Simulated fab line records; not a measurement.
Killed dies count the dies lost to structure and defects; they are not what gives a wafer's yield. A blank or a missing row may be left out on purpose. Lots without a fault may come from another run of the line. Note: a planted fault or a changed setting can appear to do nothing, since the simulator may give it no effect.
What tool caused it? + flow gf180mcu + 24 lots, 72 wafers sampled, at 6 steps of a route of 602

WHAT THE GAUGES READ, wafer by wafer
GF_HV_LDD_OVL_MEAS_08. Usual: HV_LDD_OVL gives -0.6 nm (standard deviation 1.2).
| lot  | measured     | on         | HV_LDD_OVL (nm) | flag |
|------|--------------|------------|-----------------|------|
| L074 | day 10 00:35 | overlay-02 | 0.7 1.1 0.0     |      |
| L075 | day 10 04:16 | overlay-02 | 1.2 -2.1 0.1    |      |
| L076 | day 10 15:47 | overlay-02 | -0.3 0.5 -0.5   |      |
| L077 | day 10 23:47 | overlay-01 | -2.5 -0.8 -1.3  |      |
| L078 | day 11 07:41 | overlay-02 | -1.0 -2.7 -0.3  |      |
| L079 | day 11 14:13 | overlay-01 | -0.8 -0.5 -0.9  |      |
| L081 | day 12 04:25 | overlay-02 | -0.4 0.7 -1.0   |      |
| L080 | day 12 04:25 | overlay-01 | -0.5 -1.8 -0.8  |      |
| L082 | day 12 13:10 | overlay-01 | 0.1 -0.8 -2.2   |      |
| L083 | day 12 19:16 | overlay-02 | -0.1 1.0 1.4    |      |
| L084 | day 13 05:43 | overlay-02 | -0.7 0.1 0.1    |      |
| L085 | day 13 10:10 | overlay-02 | -0.8 0.2 -1.5   |      |
| L086 | day 13 16:34 | overlay-01 | -1.5 0.4 -1.0   |      |
| L087 | day 14 04:13 | overlay-02 | 0.2 -0.4 0.8    |      |
| L088 | day 14 05:56 | overlay-02 | -5.0 -0.7 -2.8  |      |
| L089 | day 14 13:56 | overlay-02 | -0.9 0.7 -0.8   |      |
| L090 | day 14 22:37 | overlay-02 | -1.2 -0.8 -0.4  |      |
| L091 | day 15 03:35 | overlay-02 | 0.4 -0.8 -0.1   |      |
| L092 | day 15 10:47 | overlay-01 | -1.3 -1.7 0.3   |      |
| L093 | day 15 19:29 | overlay-01 | -1.4 -2.8 -0.9  |      |
| L094 | day 16 02:35 | overlay-01 | -2.2 -1.9 -1.8  |      |
| L095 | day 16 14:37 | overlay-02 | 0.6 -0.6 -0.4   |      |
| L096 | day 16 20:58 | overlay-01 | 0.6 -1.7 -1.5   |      |
| L097 | day 17 01:34 | overlay-02 | 0.0 0.0 -2.1    |      |

GF_MIM_THK_MEAS_06. Usual: MIM_CVD_05_THK gives 42.0 nm (standard deviation 0.61).
| lot  | measured     | on            | MIM_CVD_05_THK (nm) | flag |
|------|--------------|---------------|---------------------|------|
| L074 | day 24 09:08 | film-metro-01 | 41.9 42.0 42.7      |      |
| L075 | day 24 13:11 | film-metro-01 | 41.9 41.7 42.4      |      |
| L076 | day 25 02:56 | film-metro-03 | 41.0 41.6 42.9      |      |
| L077 | day 25 14:28 | film-metro-01 | 41.0 41.3 41.2      |      |
| L078 | day 26 00:34 | film-metro-04 | 41.6 41.6 41.9      |      |
| L079 | day 26 05:37 | film-metro-03 | 41.2 41.9 41.9      |      |
| L081 | day 26 21:55 | film-metro-01 | 42.0 41.6 41.7      |      |
| L080 | day 27 01:12 | film-metro-01 | 42.5 43.1 42.7      |      |
| L082 | day 27 09:03 | film-metro-04 | 41.7 42.1 42.1      |      |
| L083 | day 27 12:35 | film-metro-01 | 41.7 41.8 41.9      |      |
| L084 | day 28 00:22 | film-metro-01 | 42.9 42.6 43.4      |      |
| L085 | day 28 04:07 | film-metro-01 | 42.2 42.1 42.1      |      |
| L086 | day 28 09:05 | film-metro-04 | 41.1 41.4 41.7      |      |
| L087 | day 28 21:34 | film-metro-03 | 42.1 42.8 42.8      |      |
| L088 | day 29 01:32 | film-metro-03 | 42.2 42.8 42.8      |      |
| L089 | day 29 07:00 | film-metro-04 | 42.1 42.3 42.9      |      |
| L090 | day 29 16:21 | film-metro-01 | 41.7 41.7 41.9      |      |
| L091 | day 29 18:43 | film-metro-01 | 41.0 41.3 41.4      |      |
| L092 | day 30 02:13 | film-metro-01 | 42.4 42.4 42.4      |      |
| L093 | day 30 06:56 | film-metro-03 | 42.1 41.3 43.2      |      |
| L094 | day 30 15:17 | film-metro-04 | 42.0 42.3 42.1      |      |
| L095 | day 31 00:35 | film-metro-01 | 41.8 41.9 42.1      |      |
| L096 | day 31 04:22 | film-metro-01 | 41.4 42.0 42.4      |      |
| L097 | day 31 07:36 | film-metro-04 | 41.0 41.8 42.1      |      |

GF_TOP_METAL_THK_MEAS_06: measures by xrf. Usual: TOP_METAL_ALCU_THK gives 902 nm (standard deviation 9.3).
| lot  | measured     | on            | TOP_METAL_ALCU_THK (nm) | flag |
|------|--------------|---------------|-------------------------|------|
| L074 | day 27 05:11 | film-metro-04 | 899 899 902             |      |
| L075 | day 27 08:39 | film-metro-04 | 907 904 898             |      |
| L076 | day 27 21:41 | film-metro-01 | 909 895 915             |      |
| L077 | day 28 08:03 | film-metro-02 | 898 909 904             |      |
| L078 | day 28 17:00 | film-metro-01 | 897 891 898             |      |
| L079 | day 28 21:42 | film-metro-02 | 892 881 884             |      |
| L081 | day 29 12:31 | film-metro-04 | 913 916 909             |      |
| L080 | day 29 14:20 | film-metro-02 | 894 907 897             |      |
| L082 | day 29 23:08 | film-metro-01 | 887 895 895             |      |
| L083 | day 30 02:44 | film-metro-04 | 918 919 918             |      |
| L084 | day 30 12:42 | film-metro-04 | 893 900 891             |      |
| L085 | day 30 16:46 | film-metro-04 | 899 892 886             |      |
| L086 | day 30 21:43 | film-metro-01 | 908 912 910             |      |
| L087 | day 31 07:23 | film-metro-01 | 883 886 892             |      |
| L088 | day 31 12:40 | film-metro-01 | 914 900 903             |      |
| L089 | day 31 17:07 | film-metro-04 | 897 903 906             |      |
| L090 | day 32 01:42 | film-metro-01 | 901 906 897             |      |
| L091 | day 32 04:30 | film-metro-02 | 911 914 912             |      |
| L092 | day 32 10:49 | film-metro-02 | 887 886 887             |      |
| L093 | day 32 15:20 | film-metro-01 | 892 892 900             |      |
| L094 | day 32 21:45 | film-metro-01 | 902 891 895             |      |
| L095 | day 33 07:17 | film-metro-04 | 906 912 912             |      |
| L096 | day 33 10:43 | film-metro-04 | 917 916 901             |      |
| L097 | day 33 12:11 | film-metro-04 | 912 919 906             |      |

EACH LOT AND THE TOOL THAT RAN IT (in order: tool; ch and the chambers of the sampled wafers; start)
| lot  | GF_V1_STRIP_18                       | GF_MIM_SPUTTER_03            | GF_V5_ETCH_16                      |
|------|--------------------------------------|------------------------------|------------------------------------|
| L074 | plasma-asher-03 ch 0,1, day 18 00:43 | pvd-sputter-01, day 24 09:01 | rie-diel-01 ch 1,2,3, day 27 03:26 |
| L075 | plasma-asher-01 ch 0,1, day 18 05:58 | pvd-sputter-01, day 24 13:06 | rie-diel-04 ch 0,3, day 27 06:54   |
| L076 | plasma-asher-01 ch 0,1, day 18 21:10 | pvd-sputter-01, day 25 02:51 | rie-diel-01 ch 1,2,3, day 27 19:56 |
| L077 | plasma-asher-03 ch 0,1, day 19 09:13 | pvd-sputter-02, day 25 14:22 | rie-diel-04 ch 1,3, day 28 06:17   |
| L078 | plasma-asher-01 ch 0,1, day 19 20:29 | pvd-sputter-03, day 26 00:28 | rie-diel-02 ch 0,2,3, day 28 15:15 |
| L079 | plasma-asher-03 ch 0,1, day 20 03:17 | pvd-sputter-01, day 26 05:31 | rie-diel-01 ch 1,2,3, day 28 19:56 |
| L081 | plasma-asher-03 ch 0,1, day 20 22:01 | pvd-sputter-01, day 26 21:50 | rie-diel-02 ch 0,2,3, day 29 10:47 |
| L080 | plasma-asher-02 ch 0,1, day 21 00:11 | pvd-sputter-01, day 27 01:07 | rie-diel-02 ch 0,1, day 29 12:32   |
| L082 | plasma-asher-01 ch 0,1, day 21 09:10 | pvd-sputter-02, day 27 08:56 | rie-diel-04 ch 1,3, day 29 21:17   |
| L083 | plasma-asher-02 ch 0,1, day 21 15:19 | pvd-sputter-03, day 27 12:29 | rie-diel-01 ch 1,2,3, day 30 00:50 |
| L084 | plasma-asher-01 ch 0,1, day 22 03:43 | pvd-sputter-02, day 28 00:16 | rie-diel-04 ch 0,1,2, day 30 10:56 |
| L085 | plasma-asher-02 ch 0,1, day 22 09:04 | pvd-sputter-01, day 28 04:01 | rie-diel-04 ch 1,2,3, day 30 15:02 |
| L086 | plasma-asher-01 ch 0,1, day 22 15:13 | pvd-sputter-02, day 28 08:58 | rie-diel-02 ch 0,1,2, day 30 19:57 |
| L087 | plasma-asher-02 ch 0,1, day 23 05:04 | pvd-sputter-03, day 28 21:28 | rie-diel-04 ch 0,2, day 31 05:38   |
| L088 | plasma-asher-01 ch 0,1, day 23 07:52 | pvd-sputter-01, day 29 01:26 | rie-diel-04 ch 0,1, day 31 10:56   |
| L089 | plasma-asher-01 ch 0,1, day 23 17:22 | pvd-sputter-02, day 29 06:55 | rie-diel-01 ch 0,1, day 31 15:23   |
| L090 | plasma-asher-01 ch 0,1, day 24 01:04 | pvd-sputter-01, day 29 16:15 | rie-diel-04 ch 1,3, day 31 23:41   |
| L091 | plasma-asher-01 ch 0, day 24 06:40   | pvd-sputter-02, day 29 18:37 | rie-diel-01 ch 0,1, day 32 02:35   |
| L092 | plasma-asher-01 ch 0,1, day 24 13:16 | pvd-sputter-03, day 30 02:07 | rie-diel-02 ch 0,1,2, day 32 09:05 |
| L093 | plasma-asher-01 ch 0,1, day 24 19:34 | pvd-sputter-02, day 30 06:49 | rie-diel-04 ch 0,1,2, day 32 13:36 |
| L094 | plasma-asher-02 ch 0,1, day 25 05:19 | pvd-sputter-02, day 30 15:10 | rie-diel-04 ch 1,2, day 32 19:47   |
| L095 | plasma-asher-02 ch 0,1, day 25 15:34 | pvd-sputter-02, day 31 00:29 | rie-diel-02 ch 2,3, day 33 05:09   |
| L096 | plasma-asher-01 ch 0,1, day 25 22:19 | pvd-sputter-02, day 31 04:16 | rie-diel-02 ch 2,3, day 33 08:51   |
| L097 | plasma-asher-03 ch 0,1, day 26 01:56 | pvd-sputter-01, day 31 07:30 | rie-diel-04 ch 0,1,3, day 33 10:27 |
- GF_V1_STRIP_18: strips in O2/N2.
- GF_MIM_SPUTTER_03: material Ti, target thk 10 nm, time 6.7 s.
- GF_V5_ETCH_16: etches BARC in N2/H2.

AS READ BY THE TOOLS THEMSELVES (means over the sampled wafers that have a number; for cases with no such wafer, the mark the record gives instead)
GF_V1_STRIP_18. Usual: drypump-motor-current-A 6.40 A, standard deviation 0.24; heater-power-w 350 W, standard deviation 26; oes-product-au 0.593 a.u., standard deviation 0.0049.
| lot  | tool            | drypump-motor-current-A (A) | heater-power-w (W) | oes-product-au (a.u.) | flag |
|------|-----------------|-----------------------------|--------------------|-----------------------|------|
| L074 | plasma-asher-03 | 6.04                        | 345                | 0.591                 |      |
| L075 | plasma-asher-01 | 6.57                        | 366                | 0.590                 |      |
| L076 | plasma-asher-01 | 6.54                        | 361                | 0.594                 |      |
| L077 | plasma-asher-03 | 6.04                        | 346                | 0.591                 |      |
| L078 | plasma-asher-01 | 6.52                        | 366                | 0.594                 |      |
| L079 | plasma-asher-03 | 6.05                        | 342                | 0.591                 |      |
| L081 | plasma-asher-03 | 6.01                        | 343                | 0.595                 |      |
| L080 | plasma-asher-02 | 6.46                        | 354                | 0.595                 |      |
| L082 | plasma-asher-01 | 6.53                        | 374                | 0.591                 |      |
| L083 | plasma-asher-02 | 6.43                        | 346                | 0.595                 |      |
| L084 | plasma-asher-01 | 6.55                        | 358                | 0.593                 |      |
| L085 | plasma-asher-02 | 6.43                        | 340                | 0.596                 |      |
| L086 | plasma-asher-01 | 6.55                        | 355                | 0.596                 |      |
| L087 | plasma-asher-02 | 6.43                        | 346                | 0.593                 |      |
| L088 | plasma-asher-01 | 6.55                        | 363                | 0.594                 |      |
| L089 | plasma-asher-01 | 6.55                        | 367                | 0.599                 |      |
| L090 | plasma-asher-01 | 6.54                        | 351                | 0.591                 |      |
| L091 | plasma-asher-01 | 6.56                        | 347                | 0.595                 |      |
| L092 | plasma-asher-01 | 6.55                        | 360                | 0.591                 |      |
| L093 | plasma-asher-01 | 6.55                        | 361                | 0.593                 |      |
| L094 | plasma-asher-02 | 6.45                        | 346                | 0.595                 |      |
| L095 | plasma-asher-02 | 6.25                        | 330                | 0.592                 |      |
| L096 | plasma-asher-01 | 6.54                        | 361                | 0.595                 |      |
| L097 | plasma-asher-03 | 6.04                        | 343                | 0.590                 |      |

GF_MIM_SPUTTER_03. Usual: throttle-valve-pct reads 29.7 % (standard deviation 0.85).
| lot  | tool           | throttle-valve-pct (%) | flag |
|------|----------------|------------------------|------|
| L074 | pvd-sputter-01 | 28.8                   |      |
| L075 | pvd-sputter-01 | 29.3                   |      |
| L076 | pvd-sputter-01 | 29.4                   |      |
| L077 | pvd-sputter-02 | 29.1                   |      |
| L078 | pvd-sputter-03 | 30.7                   |      |
| L079 | pvd-sputter-01 | 29.5                   |      |
| L081 | pvd-sputter-01 | 29.6                   |      |
| L080 | pvd-sputter-01 | 29.6                   |      |
| L082 | pvd-sputter-02 | 29.5                   |      |
| L083 | pvd-sputter-03 | 31.2                   |      |
| L084 | pvd-sputter-02 | 28.8                   |      |
| L085 | pvd-sputter-01 | 29.9                   |      |
| L086 | pvd-sputter-02 | 29.0                   |      |
| L087 | pvd-sputter-03 | 30.7                   |      |
| L088 | pvd-sputter-01 | 29.9                   |      |
| L089 | pvd-sputter-02 | 29.4                   |      |
| L090 | pvd-sputter-01 | 29.5                   |      |
| L091 | pvd-sputter-02 | 29.0                   |      |
| L092 | pvd-sputter-03 | 31.1                   |      |
| L093 | pvd-sputter-02 | 29.3                   |      |
| L094 | pvd-sputter-02 | 29.5                   |      |
| L095 | pvd-sputter-02 | 29.4                   |      |
| L096 | pvd-sputter-02 | 29.5                   |      |
| L097 | pvd-sputter-01 | 29.4                   |      |

GF_V5_ETCH_16. Usual: drypump-motor-current-A 5.7 A, standard deviation 0.5; oes-product-au 0.856 a.u., standard deviation 0.0048; rf-fwd-power-W 495.2 W, standard deviation 2.1; throttle-valve-pct 13.225 %, standard deviation 0.01.
| lot  | tool        | drypump-motor-current-A (A) | oes-product-au (a.u.) | rf-fwd-power-W (W) | throttle-valve-pct (%) | flag |
|------|-------------|-----------------------------|-----------------------|--------------------|------------------------|------|
| L074 | rie-diel-01 | 5.9                         | 0.856                 | 495.0              | 13.216                 |      |
| L075 | rie-diel-04 | 5.5                         | 0.855                 | 493.9              | 13.232                 |      |
| L076 | rie-diel-01 | 5.9                         | 0.852                 | 494.5              | 13.220                 |      |
| L077 | rie-diel-04 | 5.4                         | 0.852                 | 496.6              | 13.237                 |      |
| L078 | rie-diel-02 | 5.8                         | 0.860                 | 494.0              | 13.225                 |      |
| L079 | rie-diel-01 | 5.9                         | 0.856                 | 493.0              | 13.225                 |      |
| L081 | rie-diel-02 | 5.8                         | 0.859                 | 496.8              | 13.224                 |      |
| L080 | rie-diel-02 | 5.9                         | 0.857                 | 497.1              | 13.230                 |      |
| L082 | rie-diel-04 | 5.4                         | 0.857                 | 496.1              | 13.226                 |      |
| L083 | rie-diel-01 | 5.9                         | 0.856                 | 494.8              | 13.226                 |      |
| L084 | rie-diel-04 | 5.4                         | 0.859                 | 495.6              | 13.222                 |      |
| L085 | rie-diel-04 | 5.4                         | 0.857                 | 495.5              | 13.225                 |      |
| L086 | rie-diel-02 | 6.3                         | 0.856                 | 497.6              | 13.238                 |      |
| L087 | rie-diel-04 | 5.6                         | 0.855                 | 495.3              | 13.217                 |      |
| L088 | rie-diel-04 | 5.3                         | 0.855                 | 495.8              | 13.223                 |      |
| L089 | rie-diel-01 | 6.0                         | 0.856                 | 491.8              | 13.226                 |      |
| L090 | rie-diel-04 | 5.3                         | 0.853                 | 493.0              | 13.219                 |      |
| L091 | rie-diel-01 | 6.0                         | 0.857                 | 493.4              | 13.227                 |      |
| L092 | rie-diel-02 | 6.3                         | 0.856                 | 495.5              | 13.218                 |      |
| L093 | rie-diel-04 | 5.4                         | 0.858                 | 495.5              | 13.228                 |      |
| L094 | rie-diel-04 | 5.5                         | 0.853                 | 497.2              | 13.214                 |      |
| L095 | rie-diel-02 | 5.6                         | 0.853                 | 493.9              | 13.227                 |      |
| L096 | rie-diel-02 | 5.6                         | 0.852                 | 492.2              | 13.230                 |      |
| L097 | rie-diel-04 | 5.4                         | 0.859                 | 495.8              | 13.228                 |      |

THE ANSWER, worked out from the rows above alone
Rule: a lot counts as off when the mean over its wafers that have a number is more than 3 standard deviations away from the usual mean. A lot without any number at a reading at which 4 lots or more have one is off too. Any other lot the step has rows for is counted as sound. After the gauges, taken in route order, come the tools' own readings; for these a lot's mean is taken, as printed above. The first step at which some lot is off is used, and at that step the reading that is off furthest; a lot without a number counts as furthest.
None of the lots is off at any reading shown; this tells nothing.

WHAT WAS PUT IN BY THE SIMULATOR
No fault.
